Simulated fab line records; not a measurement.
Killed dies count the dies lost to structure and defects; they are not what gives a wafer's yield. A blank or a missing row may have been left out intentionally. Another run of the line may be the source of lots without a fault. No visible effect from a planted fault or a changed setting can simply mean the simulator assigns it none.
Matching of chambers	flow sky130	SKY_VIA4_CMP_21 on cmp-02 has 4 sister chambers
The step polishes, stops on SiO2, t overpolish 25 s, target thk 0 nm. 8 wafers are shown with their chamber, then 9 later ones without.

== EACH WAFER AND ITS CHAMBER ==
wafer	chamber	motor-current-A (A)	time-to-endpoint-s (s)
L074.1	1	11.1	117
L078.1	2	11.8	131
L081.1	2	11.0	129
L081.2	3	10.8	125
L081.3	0	9.5	117
L086.1	0	9.1	114
L086.4	1	11.4	117
L086.5	3	10.7	129

== WAFERS WHOSE CHAMBER IS MISSING ==
wafer	motor-current-A (A)	time-to-endpoint-s (s)
L092.1	11.0	123
L092.5	9.2	115
L092.6	11.1	117
L093.2	11.1	124
L093.3	9.0	121
L093.4	11.2	117
L097.1	11.0	130
L097.3	11.3	115
L097.4	11.0	125

== THE CHAMBER EACH PASSED THROUGH ==
wafer	from the rows above	in truth
L092.1	can't be placed: 3 or 1 or 2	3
L092.5	0	0
L092.6	1	1
L093.2	can't be placed: 3 or 2 or 1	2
L093.3	0	0
L093.4	1	1
L097.1	can't be placed: 2 or 3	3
L097.3	1	1
L097.4	can't be placed: 3 or 2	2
Correctly placed: 5 of 9. These rows do not allow placing 4 (true chamber among the candidates in 4). Number placed wrongly: 0.
How it was worked out, from the rows above alone: a wafer's distance from a chamber is the root of the sum, over the readings, of the square of ((its reading less the chamber's mean) divided by the reading's scatter). The wafer belongs to the nearest chamber; if the next one is less than 2 further off, it can't be placed. The mean given for a chamber averages the wafers shown for that chamber. The scatter: take each reading less its chamber's mean, square it, sum over the shown wafers, divide by the number of wafers less the number of chambers, and take the root.
